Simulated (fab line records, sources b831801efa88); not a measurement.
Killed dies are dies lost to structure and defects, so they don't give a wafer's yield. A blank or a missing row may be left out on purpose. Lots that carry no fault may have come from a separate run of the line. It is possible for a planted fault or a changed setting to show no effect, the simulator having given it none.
Split-lot trial / flow sky130 / 23 wafers read across 5 lots, on a route 708 steps long

== ON THE SPLIT ==
At SKY_PASSIVATION_DEVELOP_10 (develop time 60 s), the setting develop_time_s was moved away from the recipe's 60 s on 10 of the 23 wafers read, by -12.8% to +14.7%. For the rest of the wafers, this setting stayed at what the recipe calls for.

The file shows no step between the split and the reading.

== THE READING ==
PASSIVATION.cd_nm (the simulator's own value, which no gauge read), in nm, at SKY_PASSIVATION_ETCH_11 (etches the open film in CF4/O2, stops on AlCu, target depth 725 nm, time 161.1 s). The file does not state a usual value for it. Across the 13 wafers here that went through the recipe, the average is 2995 nm and the standard deviation 7.4 nm.

wafer=L078.2; tool, chamber at the split=litho_track-02, 0; develop_time_s as run, s=60; against the recipe=recipe; PASSIVATION.cd_nm, nm=2995; against lot-mates on the recipe=-
wafer=L078.4; tool, chamber at the split=litho_track-02, 0; develop_time_s as run, s=60; against the recipe=recipe; PASSIVATION.cd_nm, nm=2981; against lot-mates on the recipe=-
wafer=L078.6; tool, chamber at the split=litho_track-02, 0; develop_time_s as run, s=60; against the recipe=recipe; PASSIVATION.cd_nm, nm=2994; against lot-mates on the recipe=-
wafer=L079.1; tool, chamber at the split=litho_track-04, 0; develop_time_s as run, s=60; against the recipe=recipe; PASSIVATION.cd_nm, nm=3001; against lot-mates on the recipe=-
wafer=L079.2; tool, chamber at the split=litho_track-04, 0; develop_time_s as run, s=60; against the recipe=recipe; PASSIVATION.cd_nm, nm=3003; against lot-mates on the recipe=-
wafer=L079.3; tool, chamber at the split=litho_track-04, 0; develop_time_s as run, s=68.83; against the recipe=+14.7%; PASSIVATION.cd_nm, nm=3018; against lot-mates on the recipe=+15
wafer=L079.5; tool, chamber at the split=litho_track-04, 0; develop_time_s as run, s=68.83; against the recipe=+14.7%; PASSIVATION.cd_nm, nm=3020; against lot-mates on the recipe=+17
wafer=L079.6; tool, chamber at the split=litho_track-04, 0; develop_time_s as run, s=60; against the recipe=recipe; PASSIVATION.cd_nm, nm=3005; against lot-mates on the recipe=-
wafer=L081.1; tool, chamber at the split=litho_track-02, 0; develop_time_s as run, s=52.82; against the recipe=-12.0%; PASSIVATION.cd_nm, nm=2983; against lot-mates on the recipe=-19
wafer=L081.2; tool, chamber at the split=litho_track-02, 0; develop_time_s as run, s=52.82; against the recipe=-12.0%; PASSIVATION.cd_nm, nm=2991; against lot-mates on the recipe=-11
wafer=L081.3; tool, chamber at the split=litho_track-02, 0; develop_time_s as run, s=60; against the recipe=recipe; PASSIVATION.cd_nm, nm=3003; against lot-mates on the recipe=-
wafer=L081.5; tool, chamber at the split=litho_track-02, 0; develop_time_s as run, s=60; against the recipe=recipe; PASSIVATION.cd_nm, nm=2998; against lot-mates on the recipe=-
wafer=L081.6; tool, chamber at the split=litho_track-02, 0; develop_time_s as run, s=60; against the recipe=recipe; PASSIVATION.cd_nm, nm=3005; against lot-mates on the recipe=-
wafer=L082.1; tool, chamber at the split=litho_track-01, 0; develop_time_s as run, s=60; against the recipe=recipe; PASSIVATION.cd_nm, nm=2988; against lot-mates on the recipe=-
wafer=L082.3; tool, chamber at the split=litho_track-01, 0; develop_time_s as run, s=52.3; against the recipe=-12.8%; PASSIVATION.cd_nm, nm=2979; against lot-mates on the recipe=-10
wafer=L082.4; tool, chamber at the split=litho_track-01, 0; develop_time_s as run, s=52.3; against the recipe=-12.8%; PASSIVATION.cd_nm, nm=2973; against lot-mates on the recipe=-16
wafer=L082.5; tool, chamber at the split=litho_track-01, 0; develop_time_s as run, s=60; against the recipe=recipe; PASSIVATION.cd_nm, nm=2990; against lot-mates on the recipe=-
wafer=L082.6; tool, chamber at the split=litho_track-01, 0; develop_time_s as run, s=52.3; against the recipe=-12.8%; PASSIVATION.cd_nm, nm=2975; against lot-mates on the recipe=-14
wafer=L084.1; tool, chamber at the split=litho_track-02, 0; develop_time_s as run, s=60; against the recipe=recipe; PASSIVATION.cd_nm, nm=2991; against lot-mates on the recipe=-
wafer=L084.2; tool, chamber at the split=litho_track-02, 0; develop_time_s as run, s=53.38; against the recipe=-11.0%; PASSIVATION.cd_nm, nm=2980; against lot-mates on the recipe=-9
wafer=L084.3; tool, chamber at the split=litho_track-02, 0; develop_time_s as run, s=53.38; against the recipe=-11.0%; PASSIVATION.cd_nm, nm=2978; against lot-mates on the recipe=-11
wafer=L084.5; tool, chamber at the split=litho_track-02, 0; develop_time_s as run, s=60; against the recipe=recipe; PASSIVATION.cd_nm, nm=2987; against lot-mates on the recipe=-
wafer=L084.6; tool, chamber at the split=litho_track-02, 0; develop_time_s as run, s=53.38; against the recipe=-11.0%; PASSIVATION.cd_nm, nm=2976; against lot-mates on the recipe=-13

THE FIT
A straight line over all 23 wafers: PASSIVATION.cd_nm changes by +1.44 nm for each +1% of develop_time_s; r = +0.87; the points scatter about the line by 6.7 nm.
The same after taking each lot's own level away (the mean of its wafers on the recipe; 23 wafers): +1.08 nm for each +1%; r = +0.93; scatter 3.4 nm.
That fit puts the effect of the largest move of develop_time_s on the reading at 16 nm.
The span of the lots' own levels, 2989.0 to 3003.0 nm, comes to 1.9 times the standard deviation stated above.
Thus the slope moves with the lot-to-lot level: the two fits are different.
Check: +16.3 nm against its lot-mates is what the line predicts for one of the wafers moved furthest among these (+14.7%) when that wafer is left out of the fit. Against them it came out at +15 nm.

== ADDITIONAL SPLITS CARRIED BY THESE WAFERS ==
Other splits were also applied to these wafers ahead of the reading. Each is held against what the fit with the lots' levels taken away leaves over:
other split on the same wafers=SKY_METAL4_METAL_ETCH_18 icp_w; wafers away from the commonest value=9; r with PASSIVATION.cd_nm (lot level and that fit taken away)=+0.15
other split on the same wafers=SKY_VIA4_HDPCVD_00 sih4_flow_sccm; wafers away from the commonest value=8; r with PASSIVATION.cd_nm (lot level and that fit taken away)=+0.09
other split on the same wafers=SKY_METAL5_SPUTTER_03 time_s; wafers away from the commonest value=6; r with PASSIVATION.cd_nm (lot level and that fit taken away)=+0.15
other split on the same wafers=SKY_METAL5_SOFTBAKE_10 temp_c; wafers away from the commonest value=10; r with PASSIVATION.cd_nm (lot level and that fit taken away)=-0.04

== FILE'S OWN FIT ==
PASSIVATION.cd_nm changes by +1.08 nm for each +1% of develop_time_s, r = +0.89.
